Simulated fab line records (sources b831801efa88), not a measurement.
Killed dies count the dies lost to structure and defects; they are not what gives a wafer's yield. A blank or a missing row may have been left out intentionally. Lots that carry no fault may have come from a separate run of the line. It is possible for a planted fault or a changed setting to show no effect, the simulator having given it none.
The tool behind it: which one? / flow sky130 / Sampling: 6 lots, 18 wafers, 3 of 708 route steps

## WHAT THE GAUGES READ, wafer by wafer
SKY_VT_ADJUST_LVTN_TW_MEAS_10.
lot=L449; measured=day 7 04:59; on=film metro-01; VT_ADJUST_LVTN_TW=242.4 242.3 242.5
lot=L452; measured=day 8 21:44; on=film metro-04; VT_ADJUST_LVTN_TW=244.3 244.6 244.4
lot=L455; measured=day 9 01:47; on=film metro-01; VT_ADJUST_LVTN_TW=242.6 243.8 242.5
lot=L460; measured=day 10 06:29; on=film metro-04; VT_ADJUST_LVTN_TW=244.8 244.6 246.2
lot=L467; measured=day 12 20:05; on=film metro-01; VT_ADJUST_LVTN_TW=243.9 244.6 243.9
lot=L469; measured=day 12 21:58; on=film metro-02; VT_ADJUST_LVTN_TW=239.8 241.8 241.6

## TOOL THAT RAN EACH LOT (tool first, then ch and the chambers of the sampled wafers, then the start)
lot=L449; SKY_VT_ADJUST_HVTP_STRIP_10=plasma asher-01 ch 0,1, day 6 10:35; SKY_VT_ADJUST_LVTN_STRIP_09=plasma asher-02 ch 0,1, day 7 04:54
lot=L452; SKY_VT_ADJUST_HVTP_STRIP_10=plasma asher-01 ch 0,1, day 8 00:35; SKY_VT_ADJUST_LVTN_STRIP_09=plasma asher-01 ch 0,1, day 8 21:39
lot=L455; SKY_VT_ADJUST_HVTP_STRIP_10=plasma asher-04 ch 0,1, day 8 04:20; SKY_VT_ADJUST_LVTN_STRIP_09=plasma asher-02 ch 0,1, day 9 01:41
lot=L460; SKY_VT_ADJUST_HVTP_STRIP_10=plasma asher-03 ch 0,1, day 9 08:48; SKY_VT_ADJUST_LVTN_STRIP_09=plasma asher-01 ch 0, day 10 06:22
lot=L467; SKY_VT_ADJUST_HVTP_STRIP_10=plasma asher-01 ch 0, day 11 19:03; SKY_VT_ADJUST_LVTN_STRIP_09=plasma asher-01 ch 0,1, day 12 19:59
lot=L469; SKY_VT_ADJUST_HVTP_STRIP_10=plasma asher-01 ch 1, day 11 21:21; SKY_VT_ADJUST_LVTN_STRIP_09=plasma asher-03 ch 0,1, day 12 21:52
- SKY_VT_ADJUST_HVTP_STRIP_10: strips in O2/N2.
- SKY_VT_ADJUST_LVTN_STRIP_09: strips in O2/N2.

## THE ANSWER, worked out from the rows above alone
Rule: usual is defined by the lots themselves. Put in order of their means at a reading, lots are off if they are a third of the lots or fewer, leave a main group of 4 or more, and stand apart from it by a gap of 3 or more times the standard deviation of the main group's means; of several such gaps the widest counts. The tables above print the reading to a certain number of digits; a main group whose means all agree to those digits is not used. Also off: a lot with no number at a reading for which 4 or more lots have one. All remaining lots with rows at the step are treated as sound.
No lot is off at any reading shown: from this, nothing can be told.

## WHAT THE SIMULATOR HAD INSERTED
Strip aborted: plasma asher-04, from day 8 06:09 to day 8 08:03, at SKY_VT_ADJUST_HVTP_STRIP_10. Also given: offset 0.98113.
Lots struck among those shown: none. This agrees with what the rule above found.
